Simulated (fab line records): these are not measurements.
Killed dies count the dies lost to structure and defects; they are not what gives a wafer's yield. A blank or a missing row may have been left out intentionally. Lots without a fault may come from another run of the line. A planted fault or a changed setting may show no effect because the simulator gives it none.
Matching of chambers + flow gf180mcu + GF_V1_CVD_02 on pecvd-04 has 3 sister chambers
The step deposits SiO2 from TEOS, target thk 850 nm, time 94.851 s. 16 wafers are shown with their chamber, then 8 later ones without.

== WAFERS, EACH WITH ITS CHAMBER ==
| wafer  | chamber | heater_power_w (W) |
|--------|---------|--------------------|
| L077.1 | 1       | 652                |
| L077.4 | 1       | 699                |
| L077.5 | 0       | 732                |
| L080.2 | 1       | 620                |
| L080.3 | 0       | 685                |
| L080.4 | 1       | 668                |
| L083.1 | 2       | 540                |
| L083.4 | 1       | 692                |
| L083.5 | 0       | 701                |
| L084.1 | 1       | 585                |
| L084.3 | 0       | 730                |
| L084.4 | 2       | 605                |
| L090.3 | 1       | 623                |
| L090.4 | 1       | 656                |
| L090.5 | 2       | 655                |
| L094.1 | 0       | 630                |

SIGNATURES (averages over the wafers above)
| reading        | chamber 0 | chamber 1 | chamber 2 | scatter within a chamber |
|----------------|-----------|-----------|-----------|--------------------------|
| heater_power_w | 695.60    | 649.38    | 600.00    | 43                       |
Rule: for each reading, subtract the chamber's mean from the wafer's reading, divide by that reading's scatter and square the result; add these up over the readings and take the root, which gives the wafer's distance from the chamber. If the next closest chamber is less than 2 further off than the closest, the wafer can't be placed; otherwise it belongs to the closest. The scatter: the root of (the sum of the squares of (reading less its chamber's mean) over the shown wafers, divided by (wafers less chambers)).

== WAFERS WITH NO CHAMBER GIVEN ==
| wafer  | heater_power_w (W) |
|--------|--------------------|
| L094.4 | 613                |
| L094.5 | 589                |
| L096.1 | 613                |
| L096.3 | 620                |
| L096.6 | 580                |
| L097.1 | 669                |
| L097.2 | 656                |
| L097.3 | 645                |

== CHAMBER TAKEN BY EACH ==
| wafer  | from the rows above          | in truth |
|--------|------------------------------|----------|
| L094.4 | can't be placed: 2 or 1 or 0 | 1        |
| L094.5 | can't be placed: 2 or 1      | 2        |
| L096.1 | can't be placed: 2 or 1 or 0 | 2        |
| L096.3 | can't be placed: 2 or 1 or 0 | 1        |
| L096.6 | can't be placed: 2 or 1      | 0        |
| L097.1 | can't be placed: 1 or 0 or 2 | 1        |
| L097.2 | can't be placed: 1 or 0 or 2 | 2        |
| L097.3 | can't be placed: 1 or 2 or 0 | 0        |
Correctly placed: 0 of 8. Not placeable from these rows: 8 (in 7, the candidates include the true chamber). Placed wrongly: 0.
